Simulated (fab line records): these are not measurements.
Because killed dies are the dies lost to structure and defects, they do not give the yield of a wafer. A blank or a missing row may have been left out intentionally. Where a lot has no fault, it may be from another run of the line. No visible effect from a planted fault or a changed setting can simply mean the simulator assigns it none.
A lot that was struck, set against a sound lot / flow sky130 / 26 out of 708 route steps
Sound: the wafers L619.2, L619.4, L619.5. Wafers struck: L630.1, L630.5, L630.6. The cause is named last.
For every step that has rows: the tool of each side, followed by ch and its chambers, followed by its first start. Under that, the readings that differ: sound wafers / struck wafers / difference of the means / sigmas: that difference in standard deviations of wafers without a fault.
alike: a reading whose means differ by less than 2 such deviations, as well as words and numbers matching on both sides. not compared: withheld readings; readings where some wafer has no value; bounds like >300 that might hide an equal value; numbers whose values overlap and for which the record gives no deviation.
Wherever a step has rows on one side only, a row that says differs or no value, or a row with sigmas, the two part there. Numbers that have no deviation but don't overlap get no sigmas and don't part them. A reading that every wafer of one side lacks parts them only if that side has two wafers or more.

first, 1 step without rows for these wafers: SKY_VT_ADJUST_HVTP_IMPLANT_09.
SKY_VT_ADJUST_HVTP_STRIP_10: strips in O2/N2.
  sound on plasma asher-02 ch 0,1, day 6 09:51; struck on plasma asher-04 ch 0,1, day 9 07:18
  alike: drypump motor current A, oes product au, strip time to endpoint s
  not compared: rf hours counter h
SKY_VT_ADJUST_HVTP_TW_MEAS_11:
  sound: film metro-03 at day 6 09:58; struck: film metro-01 at day 9 07:24
reading=VT_ADJUST_HVTP_TW; sound=1371 1368 1368; struck=1338 1336 1339; difference=-31; sigmas=-3
then, 7 steps without rows for these wafers: SKY_VT_ADJUST_LVTN_DEHYDRATE_00 (time 60 s); SKY_VT_ADJUST_LVTN_HMDS_01 (prime time 60 s); SKY_VT_ADJUST_LVTN_COAT_02 (resist thk 3000 nm); SKY_VT_ADJUST_LVTN_SOFTBAKE_03; SKY_VT_ADJUST_LVTN_EXPOSE_04 (exposes mask NWM COMPLEMENT LESS NATIVE, target cd 840 nm); SKY_VT_ADJUST_LVTN_PEB_05; SKY_VT_ADJUST_LVTN_DEVELOP_06 (develop time 60 s).
SKY_VT_ADJUST_LVTN_OVL_MEAS_07:
  sound: overlay-01 at day 7 04:23; struck: overlay-02 at day 10 05:37
  alike: VT_ADJUST_LVTN_OVL
next, for these wafers, 1 step has no rows: SKY_VT_ADJUST_LVTN_IMPLANT_08.
SKY_VT_ADJUST_LVTN_STRIP_09: strips in O2/N2.
  sound on plasma asher-04 ch 0,1, day 7 04:34; struck on plasma asher-04 ch 0,1, day 10 05:49
reading=oes product au (a.u.); sound=0.724 0.717 0.723; struck=0.936 0.812 0.844; difference=+0.143; sigmas=+30
reading=strip time to endpoint s (s); sound=36.91 36.91 36.82; struck=- - -; difference=no value on the struck wafers; sigmas=
reading=model.coat_of_VT_ADJUST_LVTN_COAT_02.thk nm (nm); sound=0 0 0; struck=2452 2452 2451; difference=+2452; sigmas=
  alike: drypump motor current A
  not compared: rf hours counter h
SKY_VT_ADJUST_LVTN_TW_MEAS_10:
  sound: film metro-01 at day 7 04:40; struck: film metro-02 at day 10 05:55
reading=VT_ADJUST_LVTN_TW; sound=238.4 239.6 240.2; struck=246.6 243.8 246.1; difference=+6.1; sigmas=+2
then, 7 steps without rows for these wafers: SKY_VT_ADJUST_LVTN_DEHYDRATE_11 (time 60 s); SKY_VT_ADJUST_LVTN_HMDS_12 (prime time 60 s); SKY_VT_ADJUST_LVTN_COAT_13 (resist thk 1140 nm); SKY_VT_ADJUST_LVTN_SOFTBAKE_14 (time 60 s); SKY_VT_ADJUST_LVTN_EXPOSE_15 (exposes mask HVN STD DERIVED, target cd 600 nm); SKY_VT_ADJUST_LVTN_PEB_16; SKY_VT_ADJUST_LVTN_DEVELOP_17 (develop time 60 s).
SKY_VT_ADJUST_LVTN_OVL_MEAS_18:
  sound: overlay-02 at day 8 00:28; struck: overlay-02 at day 11 04:23
  alike: VT_ADJUST_LVTN_01_OVL
next, for these wafers, 1 step has no rows: SKY_VT_ADJUST_LVTN_IMPLANT_19.
SKY_VT_ADJUST_LVTN_STRIP_20: strips in O2/N2.
  sound on plasma asher-04 ch 0,1, day 8 00:39; struck on plasma asher-03 ch 0,1, day 11 04:35
reading=strip time to endpoint s (s); sound=14.21 14.23 14.24; struck=50.69 50.67 50.60; difference=+36.43; sigmas=+99 or more
  alike: drypump motor current A, oes product au
  not compared: rf hours counter h
SKY_VT_ADJUST_LVTN_TW_MEAS_21:
  sound: film metro-03 at day 8 00:46; struck: film metro-03 at day 11 04:41
reading=VT_ADJUST_LVTN_2_TW; sound=187.7 188.8 187.7; struck=30.1 30.0 30.0; difference=-158.0; sigmas=-83
then, 1 step without rows for these wafers: SKY_VT_ADJUST_NCORE_DEHYDRATE_00 (time 60 s).

WHERE THEY PART
First at SKY_VT_ADJUST_HVTP_TW_MEAS_11; last, within this record, at SKY_VT_ADJUST_LVTN_TW_MEAS_21.

WHY: whatever the simulator had introduced
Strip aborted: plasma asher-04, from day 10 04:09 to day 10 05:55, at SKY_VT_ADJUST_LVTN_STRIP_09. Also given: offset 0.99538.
